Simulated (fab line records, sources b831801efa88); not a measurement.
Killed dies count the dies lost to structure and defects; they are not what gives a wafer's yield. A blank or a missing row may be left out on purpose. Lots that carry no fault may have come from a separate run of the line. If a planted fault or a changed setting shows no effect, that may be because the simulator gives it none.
A lot that was struck, set against a sound lot | flow gf180mcu | 43 steps out of a route of 602
Sound: wafers L987.2, L987.3, L987.4. Wafers struck: L995.1, L995.4, L995.6. The cause comes at the end.
At each step with rows: each side's tool, then ch and its chambers, then its first start. Under that, the readings that differ: sound wafers | struck wafers | difference of the means | sigmas: that difference in standard deviations of wafers without a fault.
alike: same words and numbers on both sides, and readings whose means sit less than 2 such deviations apart. not compared: any withheld reading, any reading some wafer has no value for, any bound like >300 that may hide the same value, and any number with overlapping values for which the record gives no deviation.
Wherever a step has rows on one side only, a row that says differs or no value, or a row with sigmas, the two part there. Non-overlapping numbers with no deviation appear without sigmas and do not part them. Lack of a reading on every wafer of one side parts them only where that side has two or more wafers.

first, 1 step without rows for these wafers: GF_MVPSD_DEVELOP_06 (develop time 60 s).
GF_MVPSD_OVL_MEAS_07:
  struck on overlay-01, day 8 16:59; sound on overlay-01, day 6 21:32
  alike: MVPSD_OVL
then, 2 steps without rows for these wafers: GF_MVPSD_IMPLANT_08; GF_MVPSD_IMPLANT_09.
GF_MVPSD_STRIP_10: strips in O2/N2.
  sound on plasma-asher-01 ch 0,1, day 6 21:52; struck on plasma-asher-02 ch 1, day 8 17:19
  alike: chamber-pressure-mTorr, drypump-motor-current-A, heater-power-w, n2-flow-sccm, oes-product-au, strip-time-to-endpoint-s
  not compared: rf-hours-counter-h
GF_MVPSD_TW_MEAS_11:
  struck on film-metro-01, day 8 17:25; sound on film-metro-01, day 6 21:58
  alike: MVPSD_TW
then, 6 steps without rows for these wafers: GF_VT_IMPLANT_DEHYDRATE_00 (time 60 s); GF_VT_IMPLANT_HMDS_01 (prime time 60 s); GF_VT_IMPLANT_COAT_02 (resist thk 1000 nm); GF_VT_IMPLANT_SOFTBAKE_03 (time 60 s); GF_VT_IMPLANT_EXPOSE_04 (exposes mask LVPWELL LV AREA, target cd 600 nm); GF_VT_IMPLANT_PEB_05.
GF_VT_IMPLANT_DEVELOP_06: develop time 60 s.
  sound on litho-track-03 ch 0, day 7 13:29; struck on litho-track-02 ch 0, day 9 10:10
  alike: exhaust-pa
GF_VT_IMPLANT_OVL_MEAS_07:
  struck on overlay-01, day 9 10:19; sound on overlay-02, day 7 13:37
  alike: VT_IMPLANT_OVL
then, 1 step without rows for these wafers: GF_VT_IMPLANT_IMPLANT_08.
GF_VT_IMPLANT_STRIP_09: strips in O2/N2.
  sound on plasma-asher-01 ch 0,1, day 7 13:48; struck on plasma-asher-01 ch 0, day 9 10:31
  alike: chamber-pressure-mTorr, drypump-motor-current-A, heater-power-w, n2-flow-sccm, oes-product-au, strip-time-to-endpoint-s
  not compared: rf-hours-counter-h
GF_VT_IMPLANT_TW_MEAS_10:
  struck on film-metro-01, day 9 10:37; sound on film-metro-01, day 7 13:55
  alike: VT_IMPLANT_TW
then, 7 steps without rows for these wafers: GF_VT_IMPLANT_DEHYDRATE_11 (time 60 s); GF_VT_IMPLANT_HMDS_12 (prime time 60 s); GF_VT_IMPLANT_COAT_13 (resist thk 1000 nm); GF_VT_IMPLANT_SOFTBAKE_14 (time 60 s); GF_VT_IMPLANT_EXPOSE_15 (exposes mask Nwell LV AREA, target cd 860 nm); GF_VT_IMPLANT_PEB_16; GF_VT_IMPLANT_DEVELOP_17 (develop time 60 s).
GF_VT_IMPLANT_OVL_MEAS_18:
  struck on overlay-01, day 10 03:58; sound on overlay-02, day 8 05:50
  alike: VT_IMPLANT_01_OVL
then, 1 step without rows for these wafers: GF_VT_IMPLANT_IMPLANT_19.
GF_VT_IMPLANT_STRIP_20: strips in O2/N2.
  sound on plasma-asher-01 ch 0,1, day 8 06:01; struck on plasma-asher-01 ch 0,1, day 10 04:09
  alike: chamber-pressure-mTorr, drypump-motor-current-A, heater-power-w, n2-flow-sccm, oes-product-au, strip-time-to-endpoint-s
  not compared: rf-hours-counter-h
GF_VT_IMPLANT_TW_MEAS_21:
  struck on film-metro-04, day 10 04:15; sound on film-metro-04, day 8 06:07
  alike: VT_IMPLANT_2_TW
then, 7 steps without rows for these wafers: GF_VT_IMPLANT_DEHYDRATE_22 (time 60 s); GF_VT_IMPLANT_HMDS_23 (prime time 60 s); GF_VT_IMPLANT_COAT_24 (resist thk 1000 nm); GF_VT_IMPLANT_SOFTBAKE_25 (time 60 s); GF_VT_IMPLANT_EXPOSE_26 (exposes mask LVPWELL HV AREA, target cd 860 nm); GF_VT_IMPLANT_PEB_27; GF_VT_IMPLANT_DEVELOP_28 (develop time 60 s).
GF_VT_IMPLANT_OVL_MEAS_29:
  struck on overlay-02, day 10 22:28; sound on overlay-01, day 8 22:54
  alike: VT_IMPLANT_02_OVL
then, 1 step without rows for these wafers: GF_VT_IMPLANT_IMPLANT_30.
GF_VT_IMPLANT_STRIP_31: strips in O2/N2.
  sound on plasma-asher-01 ch 0,1, day 8 23:05; struck on plasma-asher-04 ch 0,1, day 10 22:40
  alike: chamber-pressure-mTorr, drypump-motor-current-A, heater-power-w, n2-flow-sccm, oes-product-au, strip-time-to-endpoint-s
  not compared: rf-hours-counter-h
GF_VT_IMPLANT_TW_MEAS_32:
  struck on film-metro-01, day 10 22:48; sound on film-metro-04, day 8 23:11
  reading         | sound       | struck      | difference | sigmas
  VT_IMPLANT_3_TW | 264 265 264 | 272 273 272 | +8         | +2
then, 3 steps without rows for these wafers: GF_VT_IMPLANT_DEHYDRATE_33 (time 60 s); GF_VT_IMPLANT_HMDS_34 (prime time 60 s); GF_VT_IMPLANT_COAT_35 (resist thk 1000 nm).
-- record jumps: 22 days separate the struck wafers' starts on either side; left off in module VT_IMPLANT, taken up again in module PASSIVATION, whose first shown step is the route's number 602 --
GF_PASSIVATION_PROBE_99:
  rows exist in the record for the struck wafers here (prober-02, day 33 04:07), but not for the sound ones

== WHERE THEY PART ==
At GF_VT_IMPLANT_TW_MEAS_32 first; at GF_PASSIVATION_PROBE_99 last (within this record only).

WHY: the cause the simulator had injected
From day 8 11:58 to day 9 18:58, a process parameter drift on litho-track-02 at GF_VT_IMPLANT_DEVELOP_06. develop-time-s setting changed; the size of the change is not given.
